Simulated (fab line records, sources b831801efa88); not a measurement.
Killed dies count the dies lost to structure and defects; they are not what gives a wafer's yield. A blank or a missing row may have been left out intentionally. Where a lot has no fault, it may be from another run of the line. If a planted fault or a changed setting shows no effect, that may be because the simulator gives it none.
Chamber matching + flow sky130 + SKY_VIA4_ETCH_12 on rie_diel-04: 4 sister chambers
The step etches SiO2 in C4F8/O2/Ar, stops on TiN, target depth 580 nm. 14 wafers are shown with their chamber, then 7 later ones without.

WAFERS, EACH WITH ITS CHAMBER
| wafer  | chamber | oes_product_au (a.u.) |
|--------|---------|-----------------------|
| L855.1 | 3       | 0.923                 |
| L855.2 | 1       | 0.926                 |
| L855.6 | 2       | 0.929                 |
| L858.2 | 3       | 0.925                 |
| L858.4 | 2       | 0.926                 |
| L858.5 | 1       | 0.923                 |
| L859.1 | 3       | 0.924                 |
| L859.3 | 0       | 0.924                 |
| L859.5 | 0       | 0.922                 |
| L862.1 | 2       | 0.923                 |
| L862.3 | 1       | 0.929                 |
| L862.4 | 3       | 0.925                 |
| L863.2 | 2       | 0.919                 |
| L863.4 | 1       | 0.927                 |

SIGNATURES, as means of the wafers listed above
| reading        | chamber 0 | chamber 1 | chamber 2 | chamber 3 | scatter within a chamber |
|----------------|-----------|-----------|-----------|-----------|--------------------------|
| oes_product_au | 0.92300   | 0.92625   | 0.92425   | 0.92425   | 0.0028                   |
Rule: a wafer lies at a distance from a chamber equal to the root of the sum of squares, over the readings, of (its reading less the chamber's mean, divided by the reading's scatter). If the next closest chamber is less than 2 further off than the closest, the wafer can't be placed; otherwise it belongs to the closest. The scatter: take each reading less its chamber's mean, square it, sum over the shown wafers, divide by the number of wafers less the number of chambers, and take the root.

WAFERS MISSING THEIR CHAMBER
| wafer  | oes_product_au (a.u.) |
|--------|-----------------------|
| L863.5 | 0.922                 |
| L871.1 | 0.934                 |
| L871.2 | 0.923                 |
| L871.5 | 0.927                 |
| L877.1 | 0.927                 |
| L877.3 | 0.925                 |
| L877.5 | 0.926                 |

WHICH CHAMBER EACH ONE RAN IN
| wafer  | from the rows above               | in truth |
|--------|-----------------------------------|----------|
| L863.5 | can't be placed: 0 or 2 or 3 or 1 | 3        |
| L871.1 | can't be placed: 1 or 2 or 3 or 0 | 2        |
| L871.2 | can't be placed: 0 or 2 or 3 or 1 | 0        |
| L871.5 | can't be placed: 1 or 2 or 3 or 0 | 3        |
| L877.1 | can't be placed: 1 or 2 or 3 or 0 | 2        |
| L877.3 | can't be placed: 2 or 3 or 1 or 0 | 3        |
| L877.5 | can't be placed: 1 or 2 or 3 or 0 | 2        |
Correctly placed: 0 of 7. Cannot be placed on the basis of these rows: 7; the candidates contain the true chamber in 7. 0 placed wrongly.
